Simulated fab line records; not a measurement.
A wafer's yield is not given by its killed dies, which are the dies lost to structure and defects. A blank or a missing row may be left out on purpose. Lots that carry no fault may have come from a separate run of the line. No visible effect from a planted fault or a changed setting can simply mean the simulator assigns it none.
Shared-tool check	flow sky130	42 wafers sampled across 11 lots

== WHY THIS WAS OPENED ==
SKY_GATE_OXIDE_THK_MEAS_02, reading GATE_OXIDE_OXIDATION_00_THK: flagged on 3 of 11 lots. Fault-free wafers read 10.29 nm, with a standard deviation of 0.21.
Rule: a lot gets a flag if all its wafers with a number sit over 4 standard deviations from that mean, or if no wafer of it has a number. All remaining lots are regarded as sound.

lot	measured	on	GATE_OXIDE_OXIDATION_00_THK (nm), wafer by wafer	flag
L381	day 12 18:44	film metro-04	9.90 10.06 10.04	
L386	day 14 12:15	film metro-02	10.34 10.29 10.19	
L387	day 14 22:06	film metro-02	9.19 9.26 8.79 9.15 9.22 8.81	FLAGGED
L388	day 15 10:58	film metro-03	9.14 9.14 9.09 9.11 9.17 9.20	FLAGGED
L389	day 15 15:23	film metro-04	9.24 9.21 9.39 9.27 9.20 9.40	FLAGGED
L396	day 18 06:40	film metro-04	10.28 10.25 10.16	
L397	day 18 15:05	film metro-04	10.04 10.07 10.10	
L399	day 19 02:12	film metro-02	9.90 9.87 9.87	
L400	day 19 14:53	film metro-04	10.73 10.60 10.70	
L401	day 19 22:06	film metro-03	9.90 9.99 9.79	
L402	day 19 22:07	film metro-02	10.22 10.18 10.38	
The numbers of the flagged lots are 9.17 nm on average: -1.12 nm against the usual, or -5 standard deviations.

== LOT BY LOT: THE TOOL USED ==
The record holds 1 process step before the reading, out of a route of 708 steps. Cell contents, in order: the tool; ch with the chambers the sampled wafers went through; the start.
lot	flag	SKY_GATE_OXIDE_OXIDATION_01
L381		furnace-01 ch 0, day 12 17:20
L386		furnace-02 ch 0, day 14 10:50
L387	FLAGGED	furnace-02 ch 0, day 14 20:41
L388	FLAGGED	furnace-02 ch 0, day 15 09:34
L389	FLAGGED	furnace-02 ch 0, day 15 13:59
L396		furnace-02 ch 0, day 18 05:15
L397		furnace-02 ch 0, day 18 13:40
L399		furnace-01 ch 0, day 19 00:47
L400		furnace-02 ch 0, day 19 13:29
L401		furnace-02 ch 0, day 19 20:41
L402		furnace-02 ch 0, day 19 20:41
These steps, and what they do:
- SKY_GATE_OXIDE_OXIDATION_01: stabilise 600 s, purge 300 s, target thk 10.268 nm.
- SKY_GATE_OXIDE_THK_MEAS_02

== FLAGGED AGAINST TOTAL, ONE TOOL AT A TIME (gauges that did the reading follow at the end) ==
step	tool	lots run	flagged	share of the flagged lots	sound lots run after its first flagged lot
SKY_GATE_OXIDE_OXIDATION_01	furnace-01	2	0	none	-
SKY_GATE_OXIDE_OXIDATION_01	furnace-02	9	3	all	5 (L396,L397,L400,L401,L402)
SKY_GATE_OXIDE_THK_MEAS_02	film metro-02	4	1	some	2 (L399,L402)
SKY_GATE_OXIDE_THK_MEAS_02	film metro-03	2	1	some	1 (L401)
SKY_GATE_OXIDE_THK_MEAS_02	film metro-04	5	1	some	3 (L396,L397,L400)

== WHAT THE TABLE PERMITS ==
All flagged lots share 1 row of the table, namely furnace-02 at SKY_GATE_OXIDE_OXIDATION_01.
- furnace-02 at SKY_GATE_OXIDE_OXIDATION_01: 3 of its 9 lots flagged. Lots that were sound ran on it after the first flagged one (L396, L397, L400, L401, L402); a persistent fault on the entire tool would not allow that. Its own readings lie more than 4 standard deviations out on every wafer of the flagged lots: spike tc bottom C, spike tc centre C, spike tc lower C, spike tc top C, spike tc upper C.
There is no row in the table that ran each flagged lot and no sound lot after the first.

== WHAT WAS PUT IN BY THE SIMULATOR ==
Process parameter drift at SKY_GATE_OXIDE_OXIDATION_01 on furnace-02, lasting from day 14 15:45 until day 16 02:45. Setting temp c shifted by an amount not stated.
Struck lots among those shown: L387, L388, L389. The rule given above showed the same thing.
